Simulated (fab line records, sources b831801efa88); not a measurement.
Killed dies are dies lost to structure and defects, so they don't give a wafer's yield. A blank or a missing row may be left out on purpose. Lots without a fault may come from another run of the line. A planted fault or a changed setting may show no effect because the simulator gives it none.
fab line records | flow sky130
record lots=14 wafers=42 last_day=50
route steps=708 shown DNWELL@43 PWDE@52 NWELL@67 POLY_GATE@235
lots that met no fault: from a run of the same line without faults
start_h: hours from the record's first day to the start of the lot's first wafer shown | wait_h: hours since the lot's step before | " the same as in the row above | L1.1+2: a row that stands for several wafers | - no value, or no start given | * or withheld: withheld | < > ~ a bound
route shown NAME@n: a module of which the file shows steps, and the number in the route of the first | usual: mean/standard deviation of fault-free wafers | same: alike in all rows | chamber/n: place in a boat | sites: the reading at each site | _std_site: their standard deviation | _edge_site: outer sites' mean less inner sites' | radius_mm: how far each site lies from the wafer's centre | mask NAME#n: copy n | behind: the tool/chamber that last shaped the wafer | hold: why the lot was held/for how many hours/how that ended | device: the transistor (n, p or np) that didn't switch | end of line: the same wafers' tests at the end of the route | a step without rows: its recipe alone | killed: dies lost to structure and defects at the first sort, not the wafer's yield | map: a wafer's dies, x killed, . not, _ none there
set.NAME: the setting as run; set.NAME@STEP: as run at that earlier step | model.NAME: the simulator's own value behind a step, which no gauge read
steps of the route over a sample of lots; a table a step, a row a wafer
services: from which hour (start_h, from the record's first day; less than 0 if before it) a tool's chamber was out of use, for how many hours, and why
## steps
# step SKY_DNWELL_STRIP_08
# recipe chemistry=O2/N2 power_w=1400 pressure_mtorr=1500 platen_temp_c=withheld o2_flow_sccm=3000 n2_flow_sccm=300 overash_fraction=0.5
# usual chamber_pressure_mTorr=1499.9/1.3 drypump_motor_current_A=5.7/0.31 oes_product_au=0.721/0.0045 strip_time_to_endpoint_s=36.89/0.1
# columns lot.wafer tool chamber start_h wait_h chamber_pressure_mTorr drypump_motor_current_A oes_product_au rf_hours_counter_h strip_time_to_endpoint_s
L734.1 plasma_asher-04 0 55.29 0.1 1499.5 5.9 0.724 36 36.93
L734.5 " 1 " " 1501.4 6.0 0.716 - 36.86
L734.6 " 0 " " 1501.3 5.9 0.721 - 36.86
L735.2 plasma_asher-04 0 59.75 0.1 1499.1 5.8 0.721 36 36.73
L735.5 " 0 " " 1499.9 5.8 0.725 - 36.76
L735.6 " 1 " " 1499.1 6.0 0.725 - 36.85
L736.1 plasma_asher-04 1 64.94 0.1 1500.5 6.0 0.727 37 37.11
L736.4 " 1 " " 1499.1 6.0 0.729 - 37.08
L736.6 " 0 " " 1500.1 5.9 0.714 - 37.09
L737.2 plasma_asher-04 0 70.66 0.1 1500.5 5.9 0.722 37 36.87
L737.3 " 1 " " 1499.6 6.0 0.721 - 36.85
L737.6 " 0 " " 1499.1 5.9 0.718 - 36.83
L742.3 plasma_asher-04 0 96.59 0.1 1496.9 5.9 0.717 - 36.81
L742.4 " 1 " " 1500.7 6.0 0.723 - 36.82
L742.5 " 1 " " 1500.0 6.0 0.718 - 36.83
L745.1 plasma_asher-04 1 115.36 0.1 1502.4 6.0 0.725 42 36.80
L745.2 " 0 " " 1500.0 5.8 0.726 42 36.85
L745.4 " 1 " " 1500.5 6.0 0.715 - 36.82
L746.1 plasma_asher-02 1 118.41 0.1 1500.7 5.4 0.724 0 36.94
L746.3 " 0 " " 1498.0 5.3 0.716 - 36.98
L746.4 " 1 " " 1499.6 5.4 0.725 - 36.87
L749.1 plasma_asher-04 1 137.19 0.1 1500.8 6.0 0.728 44 36.78
L749.2 " 0 " " 1500.4 5.9 0.730 44 36.80
L749.6 " 0 " " 1500.3 5.9 0.725 - 36.83
L750.2 plasma_asher-04 1 141.80 0.1 1501.1 6.0 0.728 44 36.92
L750.3 " 0 " " 1500.2 5.9 0.722 - 37.05
L750.6 " 1 " " 1499.5 6.0 0.723 - 37.03
L752.1 plasma_asher-02 0 151.59 0.1 1500.8 5.3 0.724 3 36.89
L752.3 " 1 " " 1498.2 5.4 0.722 - 36.85
L752.6 " 1 " " 1501.8 5.4 0.717 - 36.85
L753.1 plasma_asher-01 1 161.81 0.1 1499.5 6.2 0.716 48 36.75
L753.5 " 1 " " 1501.4 6.2 0.733 - 36.71
L753.6 " 0 " " 1499.2 4.8 0.712 - 36.89
L754.3 plasma_asher-04 0 163.94 0.1 1500.6 5.9 0.725 - 36.87
L754.4 " 1 " " 1498.1 6.0 0.717 - 36.90
L754.6 " 1 " " 1499.7 6.0 0.718 - 36.97
L755.3 plasma_asher-04 0 167.74 0.1 1498.4 5.9 0.716 - 36.85
L755.4 " 1 " " 1499.6 6.0 0.724 - 36.95
L755.6 " 0 " " 1498.7 5.9 0.725 - 37.00
L756.2 plasma_asher-04 1 176.46 0.1 1498.6 6.0 0.719 48 36.79
L756.3 " 1 " " 1503.6 6.0 0.719 - 36.66
L756.5 " 1 " " 1500.9 6.0 0.721 - 36.79
# step SKY_PWDE_OVL_MEAS_07
# usual PWDE_OVL=0.0/1.4
# columns lot.wafer tool chamber start_h wait_h PWDE_OVL[nm]
L734.1 overlay-02 - 70.86 - 0.3
L734.5 " - " " 1.8
L734.6 " - " " 0.6
L735.2 overlay-01 - 76.03 - -0.9
L735.5 " - " " -0.4
L735.6 " - " " -1.7
L736.1 overlay-02 - 80.77 - 0.6
L736.4 " - " " 0.0
L736.6 " - " " -2.5
L737.2 overlay-01 - 87.88 - 0.9
L737.3 " - " " 2.5
L737.6 " - " " 1.4
L742.3 overlay-02 - 113.82 - 0.5
L742.4 " - " " 0.2
L742.5 " - " " 0.4
L745.1 overlay-02 - 132.97 - 1.5
L745.2 " - " " 1.5
L745.4 " - " " -0.2
L746.1 overlay-02 - 136.00 - -0.3
L746.3 " - " " -1.1
L746.4 " - " " -0.3
L749.1 overlay-01 - 156.61 - -0.3
L749.2 " - " " 1.7
L749.6 " - " " 1.5
L750.2 overlay-01 - 160.21 - -1.7
L750.3 " - " " 1.3
L750.6 " - " " -0.9
L752.1 overlay-01 - 170.91 - 0.3
L752.3 " - " " 1.2
L752.6 " - " " 1.2
L753.1 overlay-02 - 182.21 - 2.1
L753.5 " - " " 0.5
L753.6 " - " " -0.8
L754.3 overlay-01 - 184.97 - -0.8
L754.4 " - " " -1.4
L754.6 " - " " 0.1
L755.3 overlay-01 - 188.43 - -0.5
L755.4 " - " " 3.1
L755.6 " - " " -0.4
L756.2 overlay-02 - 197.51 - 0.3
L756.3 " - " " 0.0
L756.5 " - " " 0.6
# step SKY_NWELL_STRIP_14
# recipe chemistry=O2/N2 power_w=1400 pressure_mtorr=1500 platen_temp_c=withheld o2_flow_sccm=3000 n2_flow_sccm=300 overash_fraction=0.5
# usual chamber_pressure_mTorr=1499.8/1.2 drypump_motor_current_A=5.5/0.47 oes_product_au=0.723/0.0045 strip_time_to_endpoint_s=36.87/0.1
# columns lot.wafer tool chamber start_h wait_h chamber_pressure_mTorr drypump_motor_current_A oes_product_au rf_hours_counter_h strip_time_to_endpoint_s
L734.1 plasma_asher-01 0 89.01 0.1 1498.0 4.8 0.732 41 36.74
L734.5 " 0 " " 1500.2 4.8 0.725 - 36.83
L734.6 " 1 " " 1500.6 6.2 0.722 - 36.88
L735.2 plasma_asher-01 0 93.44 0.1 1499.4 4.8 0.727 42 37.11
L735.5 " 1 " " 1498.6 6.2 0.725 - 37.09
L735.6 " 0 " " 1502.5 4.8 0.716 - 37.07
L736.1 plasma_asher-03 1 98.36 0.1 1500.2 5.7 0.730 28 36.87
L736.4 " 1 " " 1501.3 5.7 0.725 - 36.79
L736.6 " 1 " " 1498.3 5.7 0.729 - 36.77
L737.2 plasma_asher-02 0 105.29 0.1 1499.1 5.3 0.726 43 36.92
L737.3 " 1 " " 1500.8 5.4 0.721 - 37.00
L737.6 " 0 " " 1501.2 5.3 0.725 - 36.96
L742.3 plasma_asher-03 1 131.39 0.1 1499.1 5.7 0.723 - 36.85
L742.4 " 0 " " 1501.3 5.4 0.717 - 36.92
L742.5 " 0 " " 1497.3 5.4 0.718 - 36.90
L745.1 plasma_asher-03 0 152.28 0.1 - - - - -
L745.2 " 1 " " - - - - -
L745.4 " 1 " " - - - - -
L746.1 plasma_asher-03 0 155.98 0.1 - - - - -
L746.3 " 1 " " - - - - -
L746.4 " 0 " " - - - - -
L749.1 plasma_asher-03 1 177.58 0.1 1499.4 5.7 0.719 36 36.85
L749.2 " 0 " " 1499.8 5.3 0.720 36 36.73
L749.6 " 1 " " 1497.7 5.7 0.724 - 36.80
L750.2 plasma_asher-02 0 181.69 0.1 1500.4 5.3 0.721 6 36.94
L750.3 " 1 " " 1499.8 5.4 0.729 - 36.88
L750.6 " 1 " " 1500.1 5.4 0.716 - 36.97
L752.1 plasma_asher-02 0 192.99 0.1 1502.2 5.3 0.715 7 36.84
L752.3 " 0 " " 1499.9 5.3 0.719 - 36.88
L752.6 " 0 " " 1501.3 5.3 0.723 - 36.77
L753.1 plasma_asher-03 0 204.43 0.1 1500.0 5.4 0.729 38 36.99
L753.5 " 0 " " 1498.3 5.4 0.727 - 37.00
L753.6 " 1 " " 1499.0 5.8 0.724 - 36.94
L754.3 plasma_asher-02 1 208.79 0.1 1498.7 5.4 0.722 - 36.89
L754.4 " 0 " " 1501.5 5.3 0.722 - 36.85
L754.6 " 1 " " 1500.2 5.4 0.726 - 36.88
L755.3 plasma_asher-01 0 211.26 0.1 1500.3 4.8 0.718 - 36.81
L755.4 " 1 " " 1498.0 6.2 0.731 - 36.95
L755.6 " 0 " " 1500.3 4.8 0.724 - 36.89
L756.2 plasma_asher-03 0 220.34 0.1 1498.6 5.4 0.722 40 36.73
L756.3 " 0 " " 1502.0 5.4 0.717 - 36.78
L756.5 " 1 " " 1501.6 5.8 0.719 - 36.72
# step SKY_NWELL_STRIP_25
# recipe chemistry=O2/N2 power_w=1400 pressure_mtorr=1500 platen_temp_c=withheld o2_flow_sccm=3000 n2_flow_sccm=300 overash_fraction=0.5
# usual chamber_pressure_mTorr=1500.0/1.3 drypump_motor_current_A=5.5/0.43 oes_product_au=0.722/0.0044 strip_time_to_endpoint_s=36.88/0.096
# columns lot.wafer tool chamber start_h wait_h chamber_pressure_mTorr drypump_motor_current_A oes_product_au rf_hours_counter_h strip_time_to_endpoint_s
L734.1 plasma_asher-03 1 106.41 0.1 1499.1 5.8 0.721 29 36.96
L734.5 " 0 " " 1500.5 5.4 0.720 - 36.98
L734.6 " 1 " " 1500.4 5.8 0.724 - 36.94
L735.2 plasma_asher-03 1 110.53 0.1 1499.5 5.8 0.731 29 36.92
L735.5 " 0 " " 1500.0 5.4 0.725 - 36.95
L735.6 " 1 " " 1501.3 5.7 0.725 - 37.02
L736.1 plasma_asher-03 0 115.99 0.1 1499.7 5.4 0.718 30 36.96
L736.4 " 0 " " 1499.8 5.4 0.720 - 36.98
L736.6 " 1 " " 1499.7 5.7 0.724 - 37.01
L737.2 plasma_asher-03 1 123.23 0.1 1499.1 5.8 0.731 31 36.93
L737.3 " 1 " " 1501.7 5.8 0.719 - 37.00
L737.6 " 0 " " 1496.6 5.4 0.721 - 36.94
L742.3 plasma_asher-02 0 149.04 0.1 1501.1 5.3 0.722 - 36.83
L742.4 " 1 " " 1499.1 5.4 0.727 - 36.82
L742.5 " 1 " " 1502.2 5.4 0.718 - 36.78
L745.1 plasma_asher-01 0 172.78 0.1 1501.5 4.8 0.735 49 81.06
L745.2 " 1 " " 1500.7 6.2 0.738 49 81.00
L745.4 " 0 " " 1500.4 4.8 0.743 - 81.04
L746.1 plasma_asher-02 0 176.26 0.1 1499.7 5.3 0.735 5 81.14
L746.3 " 0 " " 1499.3 5.3 0.735 - 81.09
L746.4 " 1 " " 1500.2 5.4 0.744 - 81.21
L749.1 plasma_asher-01 0 198.61 0.1 1500.8 4.8 0.721 52 36.75
L749.2 " 1 " " 1500.0 6.2 0.719 52 36.79
L749.6 " 0 " " 1499.0 4.9 0.721 - 36.82
L750.2 plasma_asher-01 1 203.48 0.1 1501.4 6.3 0.718 52 36.79
L750.3 " 0 " " 1500.4 4.8 0.726 - 36.84
L750.6 " 0 " " 1499.1 4.8 0.727 - 36.82
L752.1 plasma_asher-01 0 215.61 0.1 1496.5 4.8 0.715 53 36.83
L752.3 " 0 " " 1499.9 4.8 0.728 - 36.74
L752.6 " 1 " " 1499.2 6.2 0.723 - 36.81
L753.1 plasma_asher-02 0 226.91 0.1 1501.4 5.3 0.722 11 36.73
L753.5 " 0 " " 1501.3 5.3 0.726 - 36.74
L753.6 " 1 " " 1499.5 5.4 0.720 - 36.83
L754.3 plasma_asher-03 0 231.54 0.1 1500.0 5.4 0.727 - 36.91
L754.4 " 1 " " 1499.5 5.7 0.726 - 36.87
L754.6 " 1 " " 1499.0 5.8 0.727 - 36.83
L755.3 plasma_asher-03 1 233.21 0.1 1499.7 5.8 0.725 - 36.81
L755.4 " 0 " " 1499.0 5.4 0.717 - 36.73
L755.6 " 1 " " 1502.9 5.8 0.724 - 36.64
L756.2 plasma_asher-01 1 244.01 0.1 1499.9 6.2 0.725 56 36.86
L756.3 " 0 " " 1500.1 4.8 0.723 - 36.84
L756.5 " 0 " " 1502.5 4.8 0.727 - 36.84
# step SKY_NWELL_TW_MEAS_26
# usual NWELL_2_TW=499/3.5
# columns lot.wafer tool chamber start_h wait_h NWELL_2_TW
L734.1 film_metro-03 - 106.51 0.1 496
L734.5 " - " " 496
L734.6 " - " " 496
L735.2 film_metro-02 - 110.64 0.1 503
L735.5 " - " " 500
L735.6 " - " " 500
L736.1 film_metro-02 - 116.09 0.1 495
L736.4 " - " " 500
L736.6 " - " " 500
L737.2 film_metro-02 - 123.34 0.1 499
L737.3 " - " " 497
L737.6 " - " " 495
L742.3 film_metro-03 - 149.13 0.1 497
L742.4 " - " " 498
L742.5 " - " " 499
L745.1 film_metro-02 - 172.88 0.1 30
L745.2 " - " " 30
L745.4 " - " " 30
L746.1 film_metro-01 - 176.36 0.1 30
L746.3 " - " " 30
L746.4 " - " " 30
L749.1 film_metro-01 - 198.71 0.1 502
L749.2 " - " " 501
L749.6 " - " " 501
L750.2 film_metro-02 - 203.59 0.1 497
L750.3 " - " " 496
L750.6 " - " " 496
L752.1 film_metro-01 - 215.71 0.1 496
L752.3 " - " " 500
L752.6 " - " " 499
L753.1 film_metro-03 - 227.01 0.1 509
L753.5 " - " " 508
L753.6 " - " " 508
L754.3 film_metro-03 - 231.63 0.1 508
L754.4 " - " " 510
L754.6 " - " " 510
L755.3 film_metro-01 - 233.30 0.1 501
L755.4 " - " " 498
L755.6 " - " " 499
L756.2 film_metro-02 - 244.12 0.1 495
L756.3 " - " " 496
L756.5 " - " " 496
# step SKY_POLY_GATE_THK_MEAS_21
# recipe reads=SiO2_of_POLY_GATE_OXIDATION_20
# usual POLY_GATE_OXIDATION_THK=4.02/0.068
# columns lot.wafer tool chamber start_h wait_h POLY_GATE_OXIDATION_THK[nm]
L734.1 film_metro-03 - 385.79 0.0 4.00
L734.5 " - " " 3.92
L734.6 " - " " 4.11
L736.1 film_metro-04 - 385.79 0.0 4.11
L736.4 " - " " 4.10
L736.6 " - " " 4.04
L735.2 film_metro-02 - 385.80 0.0 4.12
L735.5 " - " " 4.07
L735.6 " - " " 4.11
L737.2 film_metro-02 - 398.96 0.0 3.95
L737.3 " - " " 3.86
L737.6 " - " " 4.01
L742.3 film_metro-04 - 447.40 0.0 3.90
L742.4 " - " " 4.08
L742.5 " - " " 4.05
L745.1 film_metro-04 - 487.23 0.0 4.11
L745.2 " - " " 4.01
L745.4 " - " " 4.04
L746.1 film_metro-04 - 488.28 0.0 4.08
L746.3 " - " " 4.05
L746.4 " - " " 4.01
L749.1 film_metro-04 - 519.15 0.0 4.07
L749.2 " - " " 4.07
L749.6 " - " " 4.01
L750.2 film_metro-03 - 519.40 0.0 4.01
L750.3 " - " " 4.03
L750.6 " - " " 3.99
L752.1 film_metro-04 - 535.76 0.0 4.08
L752.3 " - " " 4.17
L752.6 " - " " 4.10
L753.1 film_metro-04 - 553.54 0.0 4.02
L753.5 " - " " 4.09
L753.6 " - " " 4.05
L754.3 film_metro-04 - 558.30 0.0 4.01
L754.4 " - " " 4.06
L754.6 " - " " 4.03
L755.3 film_metro-02 - 566.97 0.0 3.95
L755.4 " - " " 3.90
L755.6 " - " " 3.90
L756.2 film_metro-04 - 574.03 0.0 3.83
L756.3 " - " " 3.91
L756.5 " - " " 3.88
## services
# columns tool chamber start_h hours kind
plasma_asher-01 - 42.20 2.8 pm
plasma_asher-03 - 80.11 11.8 repair
plasma_asher-02 - 108.78 9.0 pm
plasma_asher-02 0 108.78 9.0 vent_cycle
plasma_asher-02 1 108.78 9.0 vent_cycle
plasma_asher-04 - 116.08 2.8 pm
plasma_asher-02 0 117.78 - clean
plasma_asher-02 1 117.78 - clean
plasma_asher-03 - 147.20 1.1 repair
plasma_asher-01 - 152.22 0.9 repair
plasma_asher-01 - 160.19 0.6 repair
plasma_asher-04 - 171.99 2.6 repair
## key
first_sign step=SKY_NWELL_STRIP_14 reading=tool_record direction=missing
effect step=SKY_NWELL_STRIP_25 reading=strip_time_to_endpoint_s direction=up sigmas=99+ usual=* struck=*
effect step=SKY_NWELL_TW_MEAS_26 reading=NWELL_2_TW direction=down sigmas=99+ usual=499 struck=30
met_at SKY_NWELL_STRIP_14
struck_lots L745,L746
sort_left_out L745.1,L745.2,L745.4,L746.1,L746.3,L746.4
tester_left_out L745,L746
not_acting_at SKY_DNWELL_STRIP_08,SKY_PWDE_OVL_MEAS_07,SKY_POLY_GATE_THK_MEAS_21
onset_between 131.39 152.28
fault kind=skipped_step_whole tool=plasma_asher-03 chamber=- onset_h=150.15 steps=SKY_NWELL_STRIP_14 scope=struck_lots_only
# tester_left_out: of these lots the tester's yield and bins aren't shown, on N5 and GAA mostly nor the transistor test; their killed dies are dies lost to structure and defects alone, not to doping, threshold or leakage, so they don't give the yield
# sort_left_out: the simulated sort isn't trusted on such a fault, so these wafers' sort isn't shown, and their yield isn't known
